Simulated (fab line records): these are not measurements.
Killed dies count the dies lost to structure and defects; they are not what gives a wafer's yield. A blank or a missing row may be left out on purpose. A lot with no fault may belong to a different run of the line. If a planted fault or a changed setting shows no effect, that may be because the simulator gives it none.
Which of the tools did it? / flow gf180mcu / Sampling: 11 lots, 32 wafers, 3 of 602 route steps

== WHAT EACH GAUGE READ, for each wafer ==
GF_TOP_METAL_RS_MEAS_05: a four-point-probe measurement.
lot=L267; measured=day 27 16:04; on=film-metro-03; TOP_METAL_ALCU_RS (ohm/sq)=0.0329 0.0328 0.0329
lot=L268; measured=day 28 05:23; on=film-metro-03; TOP_METAL_ALCU_RS (ohm/sq)=0.0324 0.0328 0.0324
lot=L269; measured=day 28 07:06; on=film-metro-03; TOP_METAL_ALCU_RS (ohm/sq)=0.0329 0.0325 0.0328
lot=L270; measured=day 28 18:22; on=film-metro-03; TOP_METAL_ALCU_RS (ohm/sq)=0.0329 0.0332 0.0333
lot=L271; measured=day 29 01:42; on=film-metro-04; TOP_METAL_ALCU_RS (ohm/sq)=0.0332 0.0338 0.0336
lot=L272; measured=day 29 08:09; on=film-metro-04; TOP_METAL_ALCU_RS (ohm/sq)=0.0329 0.0329 0.0330
lot=L282; measured=day 32 06:20; on=film-metro-03; TOP_METAL_ALCU_RS (ohm/sq)=0.0458 0.0454
lot=L283; measured=day 32 12:52; on=film-metro-03; TOP_METAL_ALCU_RS (ohm/sq)=0.0324 0.0324 0.0327
lot=L284; measured=day 32 17:30; on=film-metro-02; TOP_METAL_ALCU_RS (ohm/sq)=0.0325 0.0329 0.0331
lot=L286; measured=day 33 01:14; on=film-metro-04; TOP_METAL_ALCU_RS (ohm/sq)=0.0323 0.0325 0.0327
lot=L288; measured=day 33 11:31; on=film-metro-04; TOP_METAL_ALCU_RS (ohm/sq)=0.0331 0.0327 0.0333

== WHICH TOOL RAN EACH LOT (tool, then ch and the chambers of the sampled wafers, then the start) ==
lot=L267; GF_V5_SPUTTER_22=pvd-sputter-04, day 27 15:04; GF_TOP_METAL_SPUTTER_02=pvd-sputter-03, day 27 15:59
lot=L268; GF_V5_SPUTTER_22=pvd-sputter-02, day 28 04:31; GF_TOP_METAL_SPUTTER_02=pvd-sputter-03, day 28 05:17
lot=L269; GF_V5_SPUTTER_22=pvd-sputter-04, day 28 06:15; GF_TOP_METAL_SPUTTER_02=pvd-sputter-01, day 28 07:01
lot=L270; GF_V5_SPUTTER_22=pvd-sputter-03, day 28 17:30; GF_TOP_METAL_SPUTTER_02=pvd-sputter-01, day 28 18:16
lot=L271; GF_V5_SPUTTER_22=pvd-sputter-02, day 29 00:51; GF_TOP_METAL_SPUTTER_02=pvd-sputter-01, day 29 01:37
lot=L272; GF_V5_SPUTTER_22=pvd-sputter-03, day 29 07:17; GF_TOP_METAL_SPUTTER_02=pvd-sputter-01, day 29 08:02
lot=L282; GF_V5_SPUTTER_22=pvd-sputter-03, day 32 05:27; GF_TOP_METAL_SPUTTER_02=pvd-sputter-01, day 32 06:13
lot=L283; GF_V5_SPUTTER_22=pvd-sputter-03, day 32 12:01; GF_TOP_METAL_SPUTTER_02=pvd-sputter-03, day 32 12:47
lot=L284; GF_V5_SPUTTER_22=pvd-sputter-02, day 32 16:32; GF_TOP_METAL_SPUTTER_02=pvd-sputter-02, day 32 17:25
lot=L286; GF_V5_SPUTTER_22=pvd-sputter-03, day 33 00:23; GF_TOP_METAL_SPUTTER_02=pvd-sputter-02, day 33 01:08
lot=L288; GF_V5_SPUTTER_22=pvd-sputter-04, day 33 10:39; GF_TOP_METAL_SPUTTER_02=pvd-sputter-02, day 33 11:25
- GF_V5_SPUTTER_22: material TiN, target thk 10 nm, time 40 s.
- GF_TOP_METAL_SPUTTER_02: material AlCu, target thk 900 nm, time 47.82 s.

== THE ANSWER, worked out from the rows above alone ==
Rule: the lots themselves supply what counts as usual. Put in order of their means at a reading, lots are off if they are a third of the lots or fewer, leave a main group of 4 or more, and stand apart from it by a gap of 3 or more times the standard deviation of the main group's means; of several such gaps the widest counts. A main group whose means are all the same, to the digits that the tables above print for the reading, isn't used. Also off: a lot with no number at a reading for which 4 or more lots have one. The other lots that the step has rows for count as sound.
Off: at GF_TOP_METAL_RS_MEAS_05 (TOP_METAL_ALCU_RS), L282. The main group has a mean of 0.0329 ohm/sq with a standard deviation of 0.00031.
If a tool, at a process step before that reading, ran all the lots that are off and no sound lot after the first of them, it fits. The gauges at GF_TOP_METAL_RS_MEAS_05 are tried like those tools. One fits: GF_TOP_METAL_SPUTTER_02 on pvd-sputter-01. Its last sound lot is L272 (day 29 08:02), its first lot that is off L282 (day 32 06:13): a fault that began between those two fits.

== WHAT THE SIMULATOR PUT IN ==
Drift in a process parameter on pvd-sputter-01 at GF_TOP_METAL_SPUTTER_02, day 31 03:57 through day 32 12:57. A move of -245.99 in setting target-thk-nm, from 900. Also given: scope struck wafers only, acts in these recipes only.
Shown lots that were struck: L282. The rule above found the same.
